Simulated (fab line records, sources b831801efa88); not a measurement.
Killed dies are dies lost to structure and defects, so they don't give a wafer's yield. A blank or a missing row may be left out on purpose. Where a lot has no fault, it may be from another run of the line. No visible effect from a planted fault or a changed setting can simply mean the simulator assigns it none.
fab line records    flow sky130
record: lots: 7  wafers: 21  lastDay: 51
route steps=708 shown VT_ADJUST_HVTR@139 VT_ADJUST_PCH@143 SONOS_TUNNEL@154 PAD_OPEN@708
lots with no fault: from the same line, run without faults
startH: hours from the record's first day to the start of the lot's first wafer shown    waitH: hours from the lot's prior step to this one    " unchanged from the row above    L1.1+2: one row covering several wafers at once    - value missing, or start not given    * or withheld: withheld    < > ~ a bound
route shown NAME@n: a module of which the file shows steps, and the number in the route of the first    usual: average and standard deviation across the fault-free wafers    same: alike in all rows    chamber/n: place in a boat    sites: the reading at each site    _std_site: standard deviation of those values    _edge_site: mean of outer sites minus mean of inner sites    radiusMm: how far each site lies from the wafer's centre    mask NAME#n: copy n    behind: the last tool/chamber to shape the wafer    hold: why the lot was held/for how many hours/how that ended    device: whichever transistor did not switch (one of n, p or np)    end of line: tests of these same wafers at the route's end    where a step has no rows: the recipe by itself    killed: count of dies lost to structure and defects at first sort (not the wafer's yield)    map: the dies of a wafer, with x for killed, . for not killed, _ for no die there
set.NAME: the setting that was run; set.NAME@STEP: the one run at that earlier step    model.NAME: the simulator's own value behind a step, which no gauge read
a table for each step, a row for each wafer; lots at some steps of the route
services: the hour from which a tool's chamber was out of use, counted from the record's first day as startH (under 0 if before that day), plus the number of hours and why
== steps ==
step: SKY_VT_ADJUST_HVTR_OVL_MEAS_08
usual: VT_ADJUST_HVTR_OVL: 0.0/1.6
lot.wafer  tool        chamber  startH  waitH  VT_ADJUST_HVTR_OVL[nm]
L747.2     overlay-02  -        245.19  0.1    0.4
L747.3     "           -        "       "      0.5
L747.4     "           -        "       "      0.0
L748.1     overlay-02  -        249.34  0.1    2.7
L748.2     "           -        "       "      2.4
L748.3     "           -        "       "      4.5
L753.2     overlay-01  -        283.22  0.1    0.5
L753.3     "           -        "       "      -0.2
L753.4     "           -        "       "      0.4
L754.2     overlay-02  -        288.79  0.1    2.3
L754.5     "           -        "       "      1.3
L754.6     "           -        "       "      1.2
L758.1     overlay-01  -        314.66  0.1    0.3
L758.3     "           -        "       "      0.3
L758.5     "           -        "       "      0.6
L766.1     overlay-01  -        376.69  0.1    0.9
L766.3     "           -        "       "      -1.2
L766.6     "           -        "       "      -1.3
L767.1     overlay-02  -        388.04  0.1    2.1
L767.3     "           -        "       "      3.2
L767.4     "           -        "       "      2.3
step: SKY_VT_ADJUST_HVTR_IMPLANT_09
recipe: species: B  energyKev: 10  doseCm2: 2.1e+12  tiltDeg: withheld
step: SKY_VT_ADJUST_HVTR_STRIP_10
recipe: chemistry: O2/N2  powerW: 1400  pressureMtorr: 1500  platenTempC: withheld  o2FlowSccm: 3000  n2FlowSccm: 300  overashFraction: 0.5
usual: drypumpMotorCurrentA: 5.81/0.16  o2FlowSccm: 2999/8  oesProductAu: 0.716/0.0044  stripTimeToEndpointS: 14.17/0.036
lot.wafer  tool            chamber  startH  waitH  drypumpMotorCurrentA  o2FlowSccm  oesProductAu  rfHoursCounterH  stripTimeToEndpointS
L747.2     plasmaAsher-04  0        245.37  0.1    6.03                  2994        0.715         13               14.12
L747.3     "               1        "       "      5.80                  2998        0.721         -                14.14
L747.4     "               0        "       "      6.02                  2994        0.722         -                14.14
L748.1     plasmaAsher-02  1        249.52  0.1    5.75                  2997        0.713         43               14.17
L748.2     "               0        "       "      5.98                  3002        0.718         43               14.17
L748.3     "               1        "       "      5.75                  3007        0.714         -                14.15
L753.2     plasmaAsher-02  1        283.40  0.1    5.71                  2993        0.714         47               14.14
L753.3     "               1        "       "      5.69                  2999        0.713         -                14.16
L753.4     "               0        "       "      5.93                  2999        0.711         -                14.18
L754.2     plasmaAsher-02  1        288.97  0.1    5.69                  3002        0.713         47               14.14
L754.5     "               1        "       "      5.70                  2991        0.723         -                14.17
L754.6     "               0        "       "      5.96                  3008        0.721         -                14.14
L758.1     plasmaAsher-01  1        314.85  0.1    5.72                  3020        0.722         63               14.18
L758.3     "               0        "       "      5.57                  2997        0.709         -                14.18
L758.5     "               1        "       "      5.70                  3006        0.718         -                14.15
L766.1     plasmaAsher-01  1        376.87  0.1    5.73                  2994        0.723         69               14.17
L766.3     "               0        "       "      5.58                  3004        0.722         -                14.12
L766.6     "               0        "       "      5.57                  3002        0.715         -                14.16
L767.1     plasmaAsher-04  0        388.36  0.1    6.03                  3001        0.720         28               14.22
L767.3     "               0        "       "      6.02                  2991        0.718         -                14.17
L767.4     "               1        "       "      5.74                  2988        0.718         -                14.18
step: SKY_VT_ADJUST_HVTR_TW_MEAS_11
usual: VT_ADJUST_HVTR_TW: 212/3
lot.wafer  tool          chamber  startH  waitH  VT_ADJUST_HVTR_TW
L747.2     filmMetro-02  -        245.48  0.1    215
L747.3     "             -        "       "      216
L747.4     "             -        "       "      217
L748.1     filmMetro-02  -        249.62  0.1    217
L748.2     "             -        "       "      216
L748.3     "             -        "       "      217
L753.2     filmMetro-03  -        283.51  0.1    209
L753.3     "             -        "       "      209
L753.4     "             -        "       "      208
L754.2     filmMetro-01  -        289.08  0.1    211
L754.5     "             -        "       "      211
L754.6     "             -        "       "      211
L758.1     filmMetro-02  -        314.95  0.1    215
L758.3     "             -        "       "      216
L758.5     "             -        "       "      215
L766.1     filmMetro-02  -        376.97  0.1    216
L766.3     "             -        "       "      215
L766.6     "             -        "       "      215
L767.1     filmMetro-02  -        388.47  0.1    214
L767.3     "             -        "       "      214
L767.4     "             -        "       "      214
step: SKY_VT_ADJUST_PCH_DEHYDRATE_00
recipe: tempC: 200  timeS: 60
step: SKY_VT_ADJUST_PCH_HMDS_01
recipe: primeTimeS: 60  primeTempC: 120
step: SKY_VT_ADJUST_PCH_COAT_02
recipe: spinRpm: 2000  resistThkNm: 3000
step: SKY_VT_ADJUST_PCH_SOFTBAKE_03
recipe: tempC: 110  timeS: withheld
step: SKY_VT_ADJUST_PCH_EXPOSE_04
recipe: maskId: NWM  na: 0.6  sourceShape: conventional  sigmaOuter: 0.6  polarization: unpolarized  targetCdNm: 840  doseMj: 255
step: SKY_VT_ADJUST_PCH_PEB_05
recipe: tempC: 115  timeS: withheld
step: SKY_VT_ADJUST_PCH_DEVELOP_06
recipe: wallAngleDeg: 90  developer: TMAH  developTimeS: 60  devTempC: 23
step: SKY_VT_ADJUST_PCH_OVL_MEAS_07
usual: VT_ADJUST_PCH_OVL: 0.8/1.5
lot.wafer  tool        chamber  startH  waitH  VT_ADJUST_PCH_OVL[nm]
L747.2     overlay-02  -        268.86  -      3.3
L747.3     "           -        "       "      2.0
L747.4     "           -        "       "      2.0
L748.1     overlay-01  -        273.51  -      1.9
L748.2     "           -        "       "      0.8
L748.3     "           -        "       "      0.8
L753.2     overlay-01  -        309.32  -      0.9
L753.3     "           -        "       "      3.3
L753.4     "           -        "       "      2.4
L754.2     overlay-01  -        314.90  -      0.3
L754.5     "           -        "       "      1.3
L754.6     "           -        "       "      1.3
L758.1     overlay-01  -        341.91  -      1.0
L758.3     "           -        "       "      -1.3
L758.5     "           -        "       "      0.1
L766.1     overlay-02  -        405.94  -      0.0
L766.3     "           -        "       "      -1.1
L766.6     "           -        "       "      -0.3
L767.1     overlay-02  -        418.32  -      -1.6
L767.3     "           -        "       "      -1.5
L767.4     "           -        "       "      0.3
step: SKY_VT_ADJUST_PCH_IMPLANT_08
recipe: species: B  energyKev: 10  doseCm2: 5e+11  tiltDeg: withheld
usual: beamEnergyKeV: 10.000/0.0031
same: implantIonAmu: 11
lot.wafer  tool          chamber  startH  waitH  beamEnergyKeV
L747.2     implanter-01  0        268.92  0.0    9.999
L747.3     "             0        "       "      9.987
L747.4     "             0        "       "      9.996
L748.1     implanter-02  0        273.54  0.0    9.999
L748.2     "             0        "       "      10.000
L748.3     "             0        "       "      9.997
L753.2     implanter-03  0        309.38  0.0    9.994
L753.3     "             0        "       "      9.996
L753.4     "             0        "       "      9.997
L753.2     implanter-03  0        309.69  0.3    9.997
L753.3     "             0        "       "      9.998
L753.4     "             0        "       "      9.997
L754.2     implanter-02  0        314.95  0.0    9.997
L754.5     "             0        "       "      10.000
L754.6     "             0        "       "      10.000
L754.2     implanter-02  0        315.27  0.3    9.995
L754.5     "             0        "       "      9.993
L754.6     "             0        "       "      9.997
L758.1     implanter-01  0        341.94  0.0    10.003
L758.3     "             0        "       "      9.999
L758.5     "             0        "       "      10.002
L758.1     implanter-01  0        342.26  0.3    9.999
L758.3     "             0        "       "      10.003
L758.5     "             0        "       "      9.999
L766.1     implanter-03  0        405.98  0.0    10.001
L766.3     "             0        "       "      9.998
L766.6     "             0        "       "      9.999
L767.1     implanter-02  0        418.35  0.0    9.997
L767.3     "             0        "       "      10.000
L767.4     "             0        "       "      10.000
step: SKY_VT_ADJUST_PCH_STRIP_09
recipe: chemistry: O2/N2  powerW: 1400  pressureMtorr: 1500  platenTempC: withheld  o2FlowSccm: 3000  n2FlowSccm: 300  overashFraction: 0.5
usual: drypumpMotorCurrentA: 5.68/0.23  o2FlowSccm: 3000/10  oesProductAu: 0.722/0.0042  stripTimeToEndpointS: 36.93/0.096
lot.wafer  tool            chamber  startH  waitH  drypumpMotorCurrentA  o2FlowSccm  oesProductAu  rfHoursCounterH  stripTimeToEndpointS
L747.2     plasmaAsher-01  1        269.04  0.1    5.73                  2998        0.725         59               36.98
L747.3     "               0        "       "      5.55                  2987        0.727         -                36.96
L747.4     "               1        "       "      5.72                  2996        0.722         -                36.97
L748.1     plasmaAsher-02  1        273.69  0.1    5.73                  3013        0.720         46               37.02
L748.2     "               0        "       "      5.98                  3011        0.724         46               37.03
L748.3     "               0        "       "      5.99                  3004        0.723         -                36.87
L753.2     plasmaAsher-02  1        309.82  0.1    5.67                  2989        0.726         49               36.93
L753.3     "               0        "       "      5.95                  2984        0.722         -                36.82
L753.4     "               1        "       "      5.71                  2989        0.719         -                36.90
L754.2     plasmaAsher-02  1        315.39  0.1    5.74                  3004        0.729         50               36.85
L754.5     "               1        "       "      5.77                  3001        0.725         -                36.88
L754.6     "               0        "       "      5.97                  3005        0.724         -                36.93
L758.1     plasmaAsher-03  1        342.41  0.1    5.23                  3004        0.727         59               36.77
L758.3     "               1        "       "      5.22                  3001        0.723         -                36.77
L758.5     "               1        "       "      5.20                  2997        0.725         -                36.74
L766.1     plasmaAsher-01  0        406.13  0.1    5.58                  3001        0.726         73               36.95
L766.3     "               0        "       "      5.57                  2996        0.728         -                36.93
L766.6     "               1        "       "      5.74                  2988        0.719         -                36.96
L767.1     plasmaAsher-03  0        418.50  0.1    5.86                  3006        0.725         63               36.99
L767.3     "               0        "       "      5.86                  3001        0.721         -                37.04
L767.4     "               1        "       "      5.22                  2988        0.721         -                36.94
step: SKY_VT_ADJUST_PCH_TW_MEAS_10
usual: VT_ADJUST_PCH_TW: 143.7/1.8
lot.wafer  tool          chamber  startH  waitH  VT_ADJUST_PCH_TW
L747.2     filmMetro-01  -        269.15  0.1    142.0
L747.3     "             -        "       "      141.8
L747.4     "             -        "       "      142.8
L748.1     filmMetro-04  -        273.79  0.1    144.0
L748.2     "             -        "       "      143.7
L748.3     "             -        "       "      143.2
L753.2     filmMetro-01  -        309.93  0.1    171.0
L753.3     "             -        "       "      171.8
L753.4     "             -        "       "      170.4
L754.2     filmMetro-02  -        315.50  0.1    175.1
L754.5     "             -        "       "      175.0
L754.6     "             -        "       "      175.7
L758.1     filmMetro-04  -        342.51  0.1    172.5
L758.3     "             -        "       "      172.1
L758.5     "             -        "       "      173.8
L766.1     filmMetro-02  -        406.23  0.1    144.7
L766.3     "             -        "       "      144.5
L766.6     "             -        "       "      144.4
L767.1     filmMetro-02  -        418.60  0.1    146.0
L767.3     "             -        "       "      144.9
L767.4     "             -        "       "      144.6
step: SKY_SONOS_TUNNEL_DEHYDRATE_00
recipe: tempC: 200  timeS: 60
step: SKY_PAD_OPEN_PROBE_99
usual: killed_at_M0_to_M3: 43/6.8  killed_at_M4_up: 3.3/1.9  killedAtContacts: 24/5.3  killedAtFrontEnd: 14/4.3  killedAtOther: 0.3/0.62  killedDies: 85/9.8  killedOpen: 46/8  killedShort: 39/5.9
same: grossDies: 492  killedAtBackSide: 0
lot.wafer  tool       chamber  startH   waitH  killed_at_M0_to_M3  killed_at_M4_up  killedAtContacts  killedAtFrontEnd  killedAtOther  killedDies  killedOpen  killedShort  model.etest.nfet_16v.rOnOhmUm  model.etest.pfetG5v0d10v5.rOnOhmUm  model.etest.tipP.rsOhmSq  model.etest.tip_p_5v.rsOhmSq  model.etest.pfetG5v0d10v5.driveUaUm  model.etest.pfet_01v8_lvt.driveUaUm  model.etest.pfet_16v.driveUaUm  model.etest.pfet_01v8.driveUaUm
L747.2     prober-02  -        1128.93  0.1    40                  1                24                15                0              80          39          41           1.411e+04                      4664                                6737                      2811                          349.7                                178                                  247.4                           195.3
L747.3     prober-02  -        1128.98  0.2    38                  4                27                12                0              81          44          37           1.415e+04                      4692                                6711                      2816                          349.8                                176.6                                247.4                           196.9
L747.4     prober-02  -        1129.03  0.2    35                  5                29                12                0              81          42          39           1.418e+04                      4694                                6710                      2814                          348                                  176.2                                244.5                           196.1
L753.2     prober-02  -        1156.48  0.1    54                  1                17                22                0              94          55          39           1.458e+04                      4471                                6775                      2770                          364.3                                192.6                                261.5                           201.1
L753.3     prober-02  -        1156.53  0.2    37                  6                25                14                1              83          47          36           1.461e+04                      4523                                6802                      2799                          364.1                                189.8                                261.5                           199.4
L753.4     prober-02  -        1156.58  0.2    58                  0                22                14                0              94          55          39           1.473e+04                      4580                                6772                      2777                          361.6                                192.3                                258.7                           204.7
L754.2     prober-01  -        1162.31  0.1    48                  3                24                14                0              89          40          49           1.536e+04                      4654                                6716                      2785                          355.7                                186.6                                257.1                           194.2
L754.5     prober-01  -        1162.46  0.2    50                  3                19                14                0              86          38          48           1.524e+04                      4636                                6738                      2795                          357.3                                188.1                                250.9                           196.6
L754.6     prober-01  -        1162.51  0.2    43                  2                24                17                0              86          42          44           1.505e+04                      4612                                6738                      2801                          355.8                                189.1                                257                             198.7
L758.1     prober-01  -        1182.75  0.1    42                  1                17                17                0              77          45          32           1.437e+04                      4563                                6745                      2826                          364.9                                185.3                                256.1                           202.9
L758.3     prober-01  -        1182.85  0.2    41                  4                27                25                0              97          49          48           1.444e+04                      4476                                6794                      2852                          367.1                                188.3                                249.8                           201.6
L758.5     prober-01  -        1182.95  0.2    31                  5                23                14                0              73          37          36           1.422e+04                      4492                                6754                      2815                          361.2                                188.5                                250.9                           205.6
L766.1     prober-01  -        1220.17  0.1    34                  4                20                19                0              77          38          39           1.416e+04                      4838                                6759                      2866                          335.3                                174.8                                242.1                           197.5
L766.3     prober-01  -        1220.27  0.2    38                  3                17                9                 0              67          36          31           1.441e+04                      4868                                6861                      2881                          331                                  172.6                                232.3                           195
L766.6     prober-01  -        1220.42  0.2    40                  4                16                11                0              71          36          35           1.433e+04                      4820                                6870                      2839                          337.4                                173.7                                240.9                           198.4
L767.1     prober-02  -        1226.27  0.1    37                  0                28                19                0              84          53          31           1.428e+04                      4743                                6821                      2837                          338.8                                176.9                                239.3                           197.6
L767.3     prober-02  -        1226.37  0.2    52                  1                16                13                0              82          40          42           1.44e+04                       4788                                6804                      2840                          338.6                                172.8                                231.1                           192.7
L767.4     prober-02  -        1226.42  0.2    37                  1                30                16                0              84          42          42           1.42e+04                       4630                                6828                      2868                          352.7                                178.4                                237.5                           201
killed by level:class
L747.2 CONTACT:geometricParticle:open=11 VIA1:geometricParticle:short=7 METAL1:geometricParticle:short=6 VIA1:geometricParticle:open=6 CONTACT:geometricParticle:short=5 FIELD_ISO:geometricParticle:short=4 LI_CONTACT:geometricParticle:open=4 VIA2:geometricParticle:open=4
L747.3 CONTACT:geometricParticle:open=12 VIA1:geometricParticle:open=8 FIELD_ISO:geometricParticle:open=6 CONTACT:geometricParticle:short=6 VIA2:geometricParticle:open=6 METAL1:geometricParticle:short=5 VIA3:geometricParticle:open=5 FIELD_ISO:geometricParticle:short=4
L747.4 VIA2:geometricParticle:open=11 LOCAL_INTERCONNECT:geometricParticle:short=8 CONTACT:geometricParticle:short=7 CONTACT:geometricParticle:open=7 LI_CONTACT:geometricParticle:open=6 VIA3:geometricParticle:open=6 VIA1:geometricParticle:short=4 METAL4:geometricParticle:short=4
L753.2 VIA3:geometricParticle:open=12 VIA1:geometricParticle:open=10 VIA2:geometricParticle:open=8 CONTACT:geometricParticle:open=7 POLY_GATE:geometricParticle:short=7 METAL2:geometricParticle:short=6 METAL3:geometricParticle:short=6 POLY_GATE:geometricParticle:open=5
L753.3 VIA1:geometricParticle:open=8 LI_CONTACT:geometricParticle:open=7 VIA3:geometricParticle:open=7 CONTACT:geometricParticle:short=6 CONTACT:geometricParticle:open=6 POLY_GATE:geometricParticle:open=5 VIA1:geometricParticle:short=5 METAL3:geometricParticle:short=5
L753.4 VIA1:geometricParticle:open=20 VIA3:geometricParticle:open=8 CONTACT:geometricParticle:open=7 LI_CONTACT:geometricParticle:open=6 METAL1:geometricParticle:short=6 VIA1:geometricParticle:short=6 POLY_GATE:geometricParticle:short=5 POLY_GATE:geometricParticle:open=5
L754.2 VIA1:geometricParticle:open=9 METAL2:geometricParticle:short=9 LOCAL_INTERCONNECT:geometricParticle:short=7 CONTACT:geometricParticle:open=7 POLY_GATE:geometricParticle:open=6 METAL1:geometricParticle:short=6 POLY_GATE:geometricParticle:short=5 LI_CONTACT:geometricParticle:open=4
L754.5 VIA1:geometricParticle:open=11 METAL2:geometricParticle:short=11 CONTACT:geometricParticle:open=7 VIA1:geometricParticle:short=7 VIA2:geometricParticle:short=6 VIA3:geometricParticle:open=4 LI_CONTACT:geometricParticle:open=4 METAL3:geometricParticle:short=4
L754.6 VIA1:geometricParticle:open=15 CONTACT:geometricParticle:open=8 FIELD_ISO:geometricParticle:short=6 LOCAL_INTERCONNECT:geometricParticle:short=5 VIA1:geometricParticle:short=5 VIA3:geometricParticle:short=5 POLY_GATE:geometricParticle:short=4 LI_CONTACT:geometricParticle:open=4
L758.1 VIA1:geometricParticle:open=9 VIA3:geometricParticle:open=7 LI_CONTACT:geometricParticle:open=7 CONTACT:geometricParticle:open=7 METAL2:geometricParticle:short=7 POLY_GATE:geometricParticle:open=6 VIA1:geometricParticle:short=5 VIA2:geometricParticle:open=5
L758.3 VIA1:geometricParticle:open=12 LI_CONTACT:geometricParticle:open=11 FIELD_ISO:geometricParticle:short=7 METAL1:geometricParticle:short=7 CONTACT:geometricParticle:short=6 FIELD_ISO:geometricParticle:open=5 LI_CONTACT:geometricParticle:short=5 POLY_GATE:geometricParticle:open=4
L758.5 CONTACT:geometricParticle:open=11 VIA1:geometricParticle:open=8 FIELD_ISO:geometricParticle:short=5 LI_CONTACT:geometricParticle:open=5 METAL2:geometricParticle:short=5 METAL4:geometricParticle:short=5 VIA3:geometricParticle:open=4 LOCAL_INTERCONNECT:geometricParticle:short=4
L766.1 CONTACT:geometricParticle:open=9 VIA1:geometricParticle:open=8 POLY_GATE:geometricParticle:short=7 METAL1:geometricParticle:short=7 LI_CONTACT:geometricParticle:open=4 POLY_GATE:geometricParticle:open=4 SPACER:geometricParticle:short=4 VIA3:geometricParticle:open=3
L766.3 VIA1:geometricParticle:open=9 METAL1:geometricParticle:short=6 LOCAL_INTERCONNECT:geometricParticle:short=5 CONTACT:geometricParticle:open=5 POLY_GATE:geometricParticle:open=4 LI_CONTACT:geometricParticle:open=4 VIA2:geometricParticle:open=4 METAL2:geometricParticle:short=4
L766.6 VIA1:geometricParticle:open=9 CONTACT:geometricParticle:open=7 METAL1:geometricParticle:short=7 FIELD_ISO:geometricParticle:short=6 VIA3:geometricParticle:open=6 VIA2:geometricParticle:open=5 CONTACT:geometricParticle:short=4 METAL2:geometricParticle:short=4
L767.1 LI_CONTACT:geometricParticle:open=9 VIA1:geometricParticle:open=8 FIELD_ISO:geometricParticle:open=7 CONTACT:geometricParticle:open=7 VIA2:geometricParticle:open=7 CONTACT:geometricParticle:short=5 METAL1:geometricParticle:short=4 VIA3:geometricParticle:open=4
L767.3 VIA1:geometricParticle:open=11 VIA2:geometricParticle:open=7 FIELD_ISO:geometricParticle:short=6 METAL2:geometricParticle:short=6 VIA1:geometricParticle:short=6 CONTACT:geometricParticle:open=5 METAL1:geometricParticle:short=5 VIA3:geometricParticle:open=5
L767.4 LOCAL_INTERCONNECT:geometricParticle:short=13 VIA1:geometricParticle:open=9 METAL1:geometricParticle:short=8 CONTACT:geometricParticle:open=7 VIA3:geometricParticle:open=7 LI_CONTACT:geometricParticle:open=6 FIELD_ISO:geometricParticle:short=5 CONTACT:geometricParticle:short=4
== services ==
tool            chamber  startH  hours  kind
plasmaAsher-01  -        234.57  3.1    repair
plasmaAsher-03  -        235.27  34.7   repair
implanter-01    -        259.31  0.5    repair
implanter-01    -        294.93  3.2    repair
implanter-02    -        305.00  3.7    pm
implanter-01    -        312.16  1.6    repair
implanter-02    -        362.09  16.7   pm
plasmaAsher-03  -        376.78  28.1   pm
implanter-02    -        384.30  4.2    repair
implanter-02    -        391.61  23.1   pm
plasmaAsher-02  -        402.95  2.7    repair
== key ==
firstSign: step: SKY_VT_ADJUST_PCH_IMPLANT_08  reading: visit  direction: added
effect: step: SKY_VT_ADJUST_PCH_TW_MEAS_10  reading: VT_ADJUST_PCH_TW  direction: up  sigmas: 16  usual: 143.7  struck: 173.0
modelEffect: step: SKY_PAD_OPEN_PROBE_99  value: etest.nfet_16v.rOnOhmUm  without: 1.401e+04  struck: 1.473e+04
metAt SKY_VT_ADJUST_PCH_IMPLANT_08
struckWafers L753.2,L753.3,L753.4,L754.2,L754.5,L754.6,L758.1,L758.3,L758.5
testerLeftOut L753,L754,L758
fault: kind: repeatedStepWhole  tool: implanter-01,implanter-02,implanter-03  chamber: -  onsetH: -  steps: SKY_VT_ADJUST_PCH_IMPLANT_08  times: 1  scope: struckLotsOnly
testerLeftOut: of these lots the tester's yield and bins aren't shown, on N5 and GAA mostly nor the transistor test; their killed dies are dies lost to structure and defects alone, not to doping, threshold or leakage, so they don't give the yield
